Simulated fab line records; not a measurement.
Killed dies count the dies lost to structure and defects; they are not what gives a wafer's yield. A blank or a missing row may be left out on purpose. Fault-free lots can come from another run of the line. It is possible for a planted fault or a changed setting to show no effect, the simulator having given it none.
Problem report in the 8D (eight disciplines) form, filled by code    flow gf180mcu    the parts of the form that need people (team, actions taken, sign-off) are left out

== 1. THE PROBLEM ==
Mean of run length s at GF_M5_METAL_ETCH_10: 139.5 s across 2 wafers in 2 lots; on wafers with no fault it is 153.4 s (standard deviation 0.32). That is -43 standard deviations from the usual mean.
The step: etches the open film in Cl2/BCl3, stops on SiO2, target depth 750.8 nm, time 125.1 s.
First observed at day 31 15:19: wafer L943.4, on rie metal-03. At this step, 34 wafers from 12 lots have a number in the record. The rule behind "out" and "out of limits": a value lying over 4 standard deviations away from the usual mean. The other wafers with a number count as sound.

== 2. WHAT IT IS, WHAT IT ISN'T ==
question                     is                 is not
which readings at this step  run length s       drypump motor current A
which lots                   L943, L944         L927, L929, L931, L932, L934, L945, L947, L948, L949, L950
which wafers of those lots   L943.4, L944.5     L943.3, L944.2
read on which tools          rie metal-03       rie metal-01, rie metal-04
when                         from day 31 15:19  up to then (16 sound wafers); but 16 sound wafers of L944, L945, L947, L948, L949, L950 came after

== 3. THE SUSPECTS, EACH WITH WHAT RULES IT OUT ==
Counting: a tool at a process step up to the reading stays a suspect if it ran every lot that is out. Sound lots after the first of them don't rule it out here, since some wafers of a struck lot are sound.
- pecvd-04 at GF_V4_CVD_02 (deposits SiO2 from TEOS, target thk 850 nm, time 94.851 s): kept. It ran every lot that is out, first L943 (day 29 05:21).
- rie metal-03 at GF_M5_METAL_ETCH_10 (etches the open film in Cl2/BCl3, stops on SiO2, target depth 750.8 nm, time 125.1 s): kept. Ran every lot that is out, first one L943 (day 31 15:19); last sound lot up to then L934 (day 28 14:08). Out on those wafers are its own readings of run length s.
Left after counting: pecvd-04 at GF_V4_CVD_02, rie metal-03 at GF_M5_METAL_ETCH_10.

== 4. THE CAUSE (what the simulator had put in) ==
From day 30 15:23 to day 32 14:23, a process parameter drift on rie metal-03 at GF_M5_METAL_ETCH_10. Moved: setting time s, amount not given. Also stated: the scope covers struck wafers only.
After counting, 2 suspects remain, this tool included.

== 5. THE CHAIN OF EFFECTS, in route order ==
Each row: a reading where the mean over the struck wafers with a number is more than 3 standard deviations away from the usual. Scope: only readings with a usual standard deviation given in the record; hours: median across lots of the time from each lot's start at the first step in this table that gives one to its start at this step; sigmas: change in usual standard deviations.
hours  step                 reading                   usual       on struck wafers  change  sigmas
0      GF_M5_METAL_ETCH_10  oes product au            0.987 a.u.  1.010             +0.023  +3.5
0      GF_M5_METAL_ETCH_10  run length s              153.4 s     139.5             -13.9   -43
0      GF_M5_STRIP_11       strip time to endpoint s  7.08 s      7.34              +0.26   +5.1
The process steps in it:
- GF_M5_METAL_ETCH_10: etches the open film in Cl2/BCl3, stops on SiO2, target depth 750.8 nm, time 125.1 s.
- GF_M5_STRIP_11: strips in O2/N2.

== 6. WHAT WOULD HAVE CAUGHT IT SOONER ==
In this record no reading fell out of limits until day 31 15:19, 24 hours after the fault had begun at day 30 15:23.
